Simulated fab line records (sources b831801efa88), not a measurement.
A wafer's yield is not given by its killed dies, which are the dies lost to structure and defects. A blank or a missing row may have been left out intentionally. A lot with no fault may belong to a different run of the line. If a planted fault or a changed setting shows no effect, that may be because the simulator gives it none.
A single fault, viewed from 2 desks | flow sfq-line | each desk holds nothing but its own numbers, with what lay behind them at the end

== TOOL OWNER'S DESK, rie-diel-02 ==
The tool's own readings at SFQ_TRILAYER_C5_BARC_OPEN_VIA_ETCH_210 (etches BARC in O2, target depth 125 nm, time 41.7 s): means of the sampled wafers that have a number, for each lot that ran on this tool. Marked OUT: a lot whose mean sits more than 4 standard deviations from the usual mean, which makes it out of limits; the brackets give that distance.
Columns: A = drypump-motor-current-A at SFQ_TRILAYER_C5_BARC_OPEN_VIA_ETCH_210, usual 5.7 A; B = oes-product-au at SFQ_TRILAYER_C5_BARC_OPEN_VIA_ETCH_210, usual 0.685 a.u.
lot  | first seen here | A   | B
L705 | day 64 08:49    | 5.9 | 0.683
L712 | day 75 22:59    | 5.7 | 0.679
Finding of this desk: none of the 2 lots has anything out of limits.

== AT THE METROLOGY DESK ==
Means of the sampled wafers that have a number, per lot and without regard to the tool the lot ran on: this is what the gauges read. Marked OUT: a lot whose mean sits more than 4 standard deviations from the usual mean, which makes it out of limits; the brackets give that distance.
Columns: A = I5_OVL at SFQ_I5_OVL_MEAS_936, usual 1 nm; B = C5_OVL at SFQ_C5_OVL_MEAS_937, usual -1 nm
lot  | first seen here | A  | B
L705 | day 63 17:42    | -6 | -2
L707 | day 68 15:59    | 1  | -3
L712 | day 71 06:31    | 1  | -4
L721 | day 73 12:36    | -1 | -5
L724 | day 74 00:36    | -2 | 1
Finding of this desk: none of the 5 lots has anything out of limits.

== PUT TOGETHER ==
Nothing out of limits was seen by the tool owner's desk.
Metrology desk: nothing out of limits seen.

== WHAT THE SIMULATOR HAD INSERTED ==
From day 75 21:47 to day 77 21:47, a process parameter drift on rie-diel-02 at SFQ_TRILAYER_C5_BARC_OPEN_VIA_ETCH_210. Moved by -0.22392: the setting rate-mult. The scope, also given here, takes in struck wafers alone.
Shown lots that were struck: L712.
